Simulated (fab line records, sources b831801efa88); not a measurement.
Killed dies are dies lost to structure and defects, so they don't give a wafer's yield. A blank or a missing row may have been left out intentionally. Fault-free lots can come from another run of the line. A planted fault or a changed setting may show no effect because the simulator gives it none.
8D (eight disciplines) problem report, filled in by code -- flow sky130 -- the parts of the form that need people (team, actions taken, sign-off) are left out

== 1. WHAT WENT WRONG ==
VT_ADJUST_HVTP_TW at SKY_VT_ADJUST_HVTP_TW_MEAS_11 reads a mean of 30 on 3 wafers of 1 lot; wafers without a fault read 1366 with a standard deviation of 7.6. So: -99 or more standard deviations from the usual mean.
The first sign was on wafer L101.3 at day 9 02:08, on filmMetro-02. The record has a number at this step for 39 wafers belonging to 13 lots. By rule, "out" or "out of limits" means more than 4 standard deviations away from the usual mean. The other wafers with a number count as sound.

== 2. WHAT IT IS AND WHAT IT IS NOT ==
question,is,is not
which readings at this step,VT_ADJUST_HVTP_TW,-
which lots,L101,"L106, L111, L112, L991, L992, L993, L994, L995, L996, L997, L998, L999"
which wafers of those lots,all that have a number,-
read on which gauges,filmMetro-02,"filmMetro-01, filmMetro-04"
when,from day 9 02:08,"up to then (27 sound wafers); but 9 sound wafers of L106, L111, L112 came after"

== 3. WHAT RULES OUT EACH SUSPECT ==
Counting: any tool at a process step up to the reading is kept as a suspect provided that every lot that is out went through it and no sound lot did after the first of them.
- the gauge at SKY_VT_ADJUST_HVTP_TW_MEAS_11: ruled out. All the wafers that are out were read on filmMetro-02, but those of them that SKY_NWELL_STRIP_25 has rows for are out there too, on other tools.
- rieDiel-01 at SKY_FIELD_ISO_ETCH_14 (etches BARC in N2/H2, stops on SiO2, time 45.9 s, target depth 60 nm): kept. It ran the lot that is out, L101 (day 4 18:35), and no sound lot after that; its last sound lot up to then is L999 (day 4 09:14).
- plasmaAsher-04 at SKY_NWELL_STRIP_25 (strips in O2/N2): ruled out as a lasting fault. After its first lot that is out, L101 (day 8 04:19), sound lots L111, L112 ran on it.
- plasmaAsher-04 at SKY_VT_ADJUST_HVTP_STRIP_10 (strips in O2/N2): kept. It ran the lot that is out, L101 (day 9 02:02), and no sound lot after that; its last sound lot up to then is L995 (day 7 17:19). On those wafers its own readings are out: stripTimeToEndpointS.
Left after counting: rieDiel-01 at SKY_FIELD_ISO_ETCH_14, plasmaAsher-04 at SKY_VT_ADJUST_HVTP_STRIP_10.

== 4. THE CAUSE (what the simulator had put in) ==
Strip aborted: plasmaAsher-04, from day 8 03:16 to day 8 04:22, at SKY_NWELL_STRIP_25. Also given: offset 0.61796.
2 suspects survive the count, and this tool is in that group.

== 5. THE EFFECT CHAIN, in route order ==
Rows list readings where the struck wafers' mean (over those with a number) sits beyond 3 standard deviations from the usual. Only readings for which the record gives a usual standard deviation are gone through. hours: the time from each lot's start at the first step in this table that gives one to its start at this step, as a median over the lots. sigmas: the change in usual standard deviations.
hours,step,reading,usual,on struck wafers,change,sigmas
0,SKY_NWELL_STRIP_25,oesProductAu,0.723 a.u.,0.949,+0.226,+47
22,SKY_VT_ADJUST_HVTP_STRIP_10,stripTimeToEndpointS,14.18 s,30.01,+15.83,+99 or more
22,SKY_VT_ADJUST_HVTP_TW_MEAS_11,VT_ADJUST_HVTP_TW,1366,30,-1336,-99 or more
It contains these process steps:
- SKY_NWELL_STRIP_25: strips in O2/N2.
- SKY_VT_ADJUST_HVTP_STRIP_10: strips in O2/N2.
Readings that are blank on the struck wafers while sound wafers have them: stripTimeToEndpointS at SKY_NWELL_STRIP_25.

== 6. HOW IT WOULD HAVE BEEN CAUGHT EARLIER ==
The first out-of-limits reading at a measuring or inspecting step in this record came at day 9 02:08, 23 hours after the fault's start at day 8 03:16.
At SKY_NWELL_STRIP_25, the tool's own readings (oesProductAu) were out on each struck wafer the step has a row for, so an alarm limit on them would have fired on the first such wafer.
